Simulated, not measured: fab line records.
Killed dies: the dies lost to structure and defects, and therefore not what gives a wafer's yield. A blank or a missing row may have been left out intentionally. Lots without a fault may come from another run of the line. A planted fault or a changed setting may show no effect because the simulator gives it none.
Comparing a struck lot with a sound one + flow sfq_line + 20 out of 325 route steps
Sound: these wafers, L336.1, L336.4, L336.5. The struck wafers were L344.1, L344.2, L344.5. The cause is given at the end.
For every step that has rows: the tool of each side, followed by ch and its chambers, followed by its first start. Under that, the readings that differ: sound wafers + struck wafers + difference of the means + sigmas: that difference in standard deviations of wafers without a fault.
alike: readings with means less than 2 such deviations apart, plus words and numbers identical on both sides. not compared: withheld readings, readings lacking a value on some wafer, bounds such as >300 that could conceal the same value, and numbers that have no deviation in the record and whose values overlap.
A row with sigmas, a row that says differs or no value, or rows on one side alone: a step with any of these is where the two part. Numbers that don't overlap but have no deviation are shown without sigmas and don't part them. A reading that every wafer of one side lacks parts them only if that side has two wafers or more.

first, 2 steps without rows for these wafers: SFQ_TRILAYER_C5_LITHO_PEB_154 (peb time 60 s); SFQ_TRILAYER_C5_LITHO_DEVELOP_153 (time 60 s).
SFQ_C5_OVL_MEAS_937:
  struck on overlay-01, day 79 19:31; sound on overlay-01, day 72 02:25
  alike: C5_OVL
SFQ_TRILAYER_C5_BARC_OPEN_VIA_ETCH_210: etches BARC in O2, target depth 125 nm, time 41.7 s.
  sound on rie_diel-01 ch 0,3, day 72 02:28; struck on rie_diel-03 ch 0,2, day 79 19:34
  alike: drypump_motor_current_A, oes_product_au
  not compared: rf_hours_counter_h
then, 1 step without rows for these wafers: SFQ_TRILAYER_C5_ETCH_VIA_ETCH_154 (etches SiO2 in CHF3, stops on Nb, target depth 84 nm).
SFQ_TRILAYER_C5_STRIP_STRIP_155: strips in O2.
  sound on rie_metal-03 ch 0,1, day 72 02:33; struck on rie_metal-03 ch 0,1, day 79 19:38
  alike: drypump_motor_current_A, oes_product_au
  not compared: rf_hours_counter_h
then, 2 steps without rows for these wafers: SFQ_TRILAYER_C5_STRIP_SOLV_CLEAN_156 (cleans in NMP, time 600 s); SFQ_TRILAYER_M6_DEP_PRE_CLEAN_158 (time 22.5 s).
SFQ_TRILAYER_M6_DEP_SPUTTER_157: material Nb, target thk 200 nm, time 133.3 s.
  struck on pvd_sputter-05, day 79 20:27; sound on pvd_sputter-04, day 72 03:21
  alike: throttle_valve_pct
SFQ_M6_RS_MEAS_938: a four-point-probe measurement.
  struck on film_metro-02, day 79 20:32; sound on film_metro-03, day 72 03:26
  alike: M6_NB_RS
then, 1 step without rows for these wafers: SFQ_TRILAYER_M6_LITHO_COAT_164 (resist thk 62 nm).
SFQ_TRILAYER_M6_LITHO_COAT_159: resist thk 600 nm.
  sound on litho_track-03 ch 0, day 72 03:55; struck on litho_track-01 ch 0, day 79 21:01
| reading                                             | sound                | struck               | difference | sigmas |
|-----------------------------------------------------|----------------------|----------------------|------------|--------|
| spin_speed_rpm (rpm)                                | 2999.9 3001.2 2997.0 | 3058.5 3061.5 3059.2 | +60.4      | +26    |
| model.KrF_of_TRILAYER_M6_LITHO_COAT_159.thk_nm (nm) | 598.1 595.7 596.7    | 594.3 592.9 594      | -3.1       |        |
  alike: resist_line_temp_C
then, 4 steps without rows for these wafers: SFQ_TRILAYER_M6_LITHO_SOFTBAKE_163; SFQ_TRILAYER_M6_LITHO_EXPOSE_160 (exposes mask M6, target cd 500 nm); SFQ_TRILAYER_M6_LITHO_PEB_162 (peb time 60 s); SFQ_TRILAYER_M6_LITHO_DEVELOP_161 (time 60 s).
-- the record jumps here: 5 days lie between the struck wafers' starts before and after --
SFQ_M6_OVL_MEAS_940:
  struck on overlay-02, day 84 15:19; sound on overlay-01, day 77 02:40
| reading     | sound | struck     | difference | sigmas |
|-------------|-------|------------|------------|--------|
| M6_OVL (nm) | 3 2 2 | -7 -16 -13 | -14        | -2     |
SFQ_TRILAYER_M6_BARC_OPEN_METAL_ETCH_206: etches BARC in O2, target depth 125 nm, time 41.7 s.
  sound on rie_metal-02 ch 1, day 77 02:43; struck on rie_metal-01 ch 0,1, day 84 15:22
  alike: drypump_motor_current_A, oes_product_au
  not compared: rf_hours_counter_h
SFQ_TRILAYER_M6_ETCH_METAL_ETCH_162: etches Nb in Cl2/Ar, stops on SiO2, target depth 240 nm, time 120 s.
  sound on rie_metal-02 ch 1, day 77 02:46; struck on rie_metal-01 ch 0,1, day 84 15:25
| reading                                             | sound             | struck            | difference | sigmas |
|-----------------------------------------------------|-------------------|-------------------|------------|--------|
| model.KrF_of_TRILAYER_M6_LITHO_COAT_159.thk_nm (nm) | 380.5 378.5 379.8 | 375.7 372.5 375.9 | -4.9       |        |
  alike: drypump_motor_current_A, oes_product_au
  not compared: rf_hours_counter_h
SFQ_TRILAYER_M6_STRIP_STRIP_163: strips in O2.
  sound on rie_metal-02 ch 1, day 77 02:53; struck on rie_metal-01 ch 0,1, day 84 15:32
  alike: drypump_motor_current_A, oes_product_au
  not compared: rf_hours_counter_h

WHERE THEY PART
First at SFQ_TRILAYER_M6_LITHO_COAT_159; last, within this record, at SFQ_M6_OVL_MEAS_940. Later steps at which nothing parts them and some readings are alike: SFQ_TRILAYER_M6_BARC_OPEN_METAL_ETCH_206, SFQ_TRILAYER_M6_ETCH_METAL_ETCH_162, SFQ_TRILAYER_M6_STRIP_STRIP_163.

WHY: whatever the simulator had introduced
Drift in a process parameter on litho_track-01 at SFQ_TRILAYER_M6_LITHO_COAT_159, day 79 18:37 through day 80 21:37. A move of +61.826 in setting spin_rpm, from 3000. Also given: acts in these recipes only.
